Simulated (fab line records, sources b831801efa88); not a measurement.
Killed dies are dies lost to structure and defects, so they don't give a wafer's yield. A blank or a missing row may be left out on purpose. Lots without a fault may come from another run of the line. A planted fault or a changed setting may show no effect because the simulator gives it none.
Which tool did it? | flow gf180mcu | 11 lots, 33 wafers sampled, at 3 steps of a route of 602

WHAT THE GAUGES READ, wafer by wafer
GF_V4_RS_MEAS_24: measures by four-point-probe.
lot  | measured     | on            | V4_W_RS (ohm/sq)
L412 | day 25 08:55 | film_metro-02 | 0.324 0.322 0.316
L414 | day 26 03:17 | film_metro-02 | 0.320 0.325 0.329
L416 | day 26 14:53 | film_metro-04 | 0.334 0.337 0.333
L417 | day 27 03:20 | film_metro-01 | 0.326 0.319 0.329
L418 | day 27 07:45 | film_metro-01 | 0.319 0.327 0.329
L421 | day 28 07:18 | film_metro-02 | 0.329 0.331 0.330
L426 | day 29 22:05 | film_metro-01 | 0.318 0.325 0.323
L429 | day 31 01:22 | film_metro-04 | 0.382 0.389 0.378
L431 | day 31 02:17 | film_metro-02 | 0.382 0.384 0.386
L432 | day 31 16:20 | film_metro-02 | 0.382 0.373 0.380
L433 | day 31 18:16 | film_metro-04 | 0.330 0.331 0.327

WHICH TOOL RAN EACH LOT (tool, then ch and the chambers of the sampled wafers, then the start)
lot  | GF_V4_CVD_02                    | GF_V4_CVD_23
L412 | pecvd-02 ch 0,1,2, day 24 09:31 | cvd_w-02 ch 0,1, day 25 08:47
L414 | pecvd-04 ch 0,2, day 25 04:19   | cvd_w-02 ch 0,1, day 26 03:10
L416 | pecvd-02 ch 1,2, day 25 15:56   | cvd_w-01 ch 0,1, day 26 14:45
L417 | pecvd-02 ch 0,1,2, day 26 04:16 | cvd_w-02 ch 0,1, day 27 03:13
L418 | pecvd-02 ch 0,1, day 26 08:36   | cvd_w-02 ch 0,1, day 27 07:38
L421 | pecvd-01 ch 1,2, day 27 09:48   | cvd_w-01 ch 0,1, day 28 07:11
L426 | pecvd-04 ch 0,1,2, day 29 01:23 | cvd_w-02 ch 0,1, day 29 21:57
L429 | pecvd-04 ch 0,1,2, day 30 05:39 | cvd_w-02 ch 0,1, day 31 01:16
L431 | pecvd-02 ch 0,2, day 30 06:49   | cvd_w-02 ch 0,1, day 31 02:10
L432 | pecvd-02 ch 0,2, day 30 20:28   | cvd_w-02 ch 0,1, day 31 16:12
L433 | pecvd-01 ch 1,2, day 30 23:04   | cvd_w-01 ch 0,1, day 31 18:08
- GF_V4_CVD_02: deposits SiO2 from TEOS, target thk 850 nm, time 94.851 s.
- GF_V4_CVD_23: deposits W, target thk 350 nm, time 104.9 s.

THE ANSWER, worked out from the rows above alone
Rule: what is usual is taken from the lots themselves. Put in order of their means at a reading, lots are off if they are a third of the lots or fewer, leave a main group of 4 or more, and stand apart from it by a gap of 3 or more times the standard deviation of the main group's means; of several such gaps the widest counts. A main group whose means are all the same, to the digits that the tables above print for the reading, isn't used. A lot without any number at a reading at which 4 lots or more have one is off too. The other lots that the step has rows for count as sound.
Off: L429, L431, L432, at GF_V4_RS_MEAS_24 (V4_W_RS). The main group: mean 0.326 ohm/sq, standard deviation 0.0043.
A tool fits if, at a process step before that reading, it ran every lot that is off, and no sound lot after the first of them. The gauges at GF_V4_RS_MEAS_24 are tried like those tools. One fits: cvd_w-02 at GF_V4_CVD_23. Its last sound lot is L426 (day 29 21:57), its first lot that is off L429 (day 31 01:16): a fault that began between those two fits.

WHAT THE SIMULATOR HAD PUT IN
Process parameter drift: cvd_w-02, from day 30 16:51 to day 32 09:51, at GF_V4_CVD_23. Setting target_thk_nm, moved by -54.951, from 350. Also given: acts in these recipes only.
Lots struck among those shown: L429, L431, L432. The rule above found the same.
